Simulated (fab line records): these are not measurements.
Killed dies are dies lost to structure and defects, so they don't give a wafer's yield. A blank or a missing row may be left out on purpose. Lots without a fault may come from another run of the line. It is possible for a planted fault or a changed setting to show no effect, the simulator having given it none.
A single fault, viewed from 2 desks + flow sky130 + each desk has only its own numbers; what lay behind them comes last

== AT THE TOOL OWNER'S DESK: lpcvd-02 ==
The tool's own readings at SKY_SPACER_CVD_00 (deposits Si3N4 from DCS/NH3, target thk 43.1 nm, time 740 s): means of the sampled wafers that have a number, for each lot that ran on this tool. A lot is out of limits, marked OUT, if its mean lies more than 4 standard deviations from the usual mean; the brackets give that distance.
Columns: A = spikeTcBottomC at SKY_SPACER_CVD_00, usual 794 C; B = spikeTcCentreC at SKY_SPACER_CVD_00, usual 770.8 C; C = spikeTcLowerC at SKY_SPACER_CVD_00, usual 769.6 C; D = zonePowerBottomPct at SKY_SPACER_CVD_00, usual 19.1 %; E = zonePowerCentrePct at SKY_SPACER_CVD_00, usual 14.2 %; F = zonePowerLowerPct at SKY_SPACER_CVD_00, usual 13.5 %
| lot  | first seen here | A   | B                | C               | D               | E             | F              |
|------|-----------------|-----|------------------|-----------------|-----------------|---------------|----------------|
| L341 | day 22 21:53    | 798 | 770.7            | 770.9           | 18.3            | 13.8          | 13.0           |
| L342 | day 23 10:41    | 798 | 770.1            | 771.7           | 18.3            | 13.9          | 12.9           |
| L343 | day 23 10:41    | 791 | 771.4            | 768.9           | 19.8            | 14.5          | 14.1           |
| L344 | day 24 00:10    | 791 | 771.3            | 768.4           | 19.7            | 14.4          | 13.9           |
| L345 | day 24 14:26    | 791 | 771.8            | 769.4           | 19.7            | 14.4          | 14.0           |
| L346 | day 24 17:50    | 791 | 771.6            | 769.1           | 19.6            | 14.5          | 14.1           |
| L353 | day 27 07:16    | 785 | 765.2 (-5.1) OUT | 814.7 (+32) OUT | 14.8 (-5.6) OUT | 8.2 (-18) OUT | 27.7 (+25) OUT |
| L358 | day 30 06:01    | 798 | 771.2            | 770.7           | 18.3            | 13.9          | 12.9           |
| L360 | day 30 06:01    | 798 | 769.9            | 769.9           | 18.1            | 13.8          | 12.9           |
| L361 | day 30 06:01    | 798 | 770.1            | 770.3           | 18.5            | 13.9          | 13.0           |
| L363 | day 30 13:11    | 798 | 770.6            | 770.4           | 18.1            | 13.9          | 12.8           |
| L362 | day 30 14:23    | 792 | 771.4            | 768.1           | 19.7            | 14.4          | 14.0           |
| L364 | day 30 20:13    | 798 | 769.4            | 770.2           | 18.4            | 13.7          | 12.7           |
This desk finds L353 out of limits, L353 being first, at day 27 07:16 (spikeTcCentreC at SKY_SPACER_CVD_00). L341, L342, L343, L344, L345, L346, L358, L360, L361, L363, L362, L364: within limits.

== AT THE METROLOGY DESK ==
Means of the sampled wafers that have a number, per lot and without regard to the tool the lot ran on: this is what the gauges read. A lot is out of limits, marked OUT, if its mean lies more than 4 standard deviations from the usual mean; the brackets give that distance.
Columns: A = cdNm at SKY_POLY_GATE_CD_MEAS_13, usual 150.1 nm; B = cdNm at SKY_SD_P_CD_MEAS_07, usual 379.7 nm; C = SD_N_OVL at SKY_SD_N_OVL_MEAS_08, usual 0.4 nm
| lot  | first seen here | A     | B     | C    |
|------|-----------------|-------|-------|------|
| L341 | day 16 08:10    | 150.7 | 380.8 | 0.9  |
| L343 | day 16 21:11    | 149.7 | 377.5 | -0.2 |
| L342 | day 16 21:24    | 150.2 | 378.8 | 0.4  |
| L344 | day 17 10:26    | 149.6 | 381.0 | 0.8  |
| L345 | day 17 23:22    | 150.2 | 379.6 | -1.2 |
| L346 | day 18 03:46    | 148.7 | 377.8 | -0.6 |
| L353 | day 20 22:23    | 149.3 | 381.7 | 0.5  |
| L358 | day 23 12:52    | 150.3 | 382.0 | -0.9 |
| L360 | day 23 14:19    | 149.3 | 378.2 | 0.8  |
| L361 | day 24 00:43    | 151.6 | 378.6 | -0.7 |
| L363 | day 24 09:55    | 149.7 | 380.3 | 1.6  |
| L362 | day 24 11:11    | 151.3 | 381.5 | 1.1  |
| L364 | day 24 16:34    | 150.3 | 382.5 | 2.4  |
Result from this desk: across the 13 lots, nothing is out of limits.

== BROUGHT TOGETHER ==
On L353, at day 27 07:16, an alarm was possible from the tool owner's desk.
From the metrology desk's view, nothing was out of limits.
The metrology desk holds a record of L353, inside its limits.
All the named lots went through SKY_SPACER_CVD_00 on lpcvd-02.

== WHAT THE SIMULATOR PUT IN ==
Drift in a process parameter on lpcvd-02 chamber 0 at SKY_SPACER_CVD_00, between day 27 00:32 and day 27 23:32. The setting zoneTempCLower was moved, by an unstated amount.
Shown lots that were struck: L353.
Hours from the fault's start to each desk's first reading out of limits: the tool owner's desk, 7.
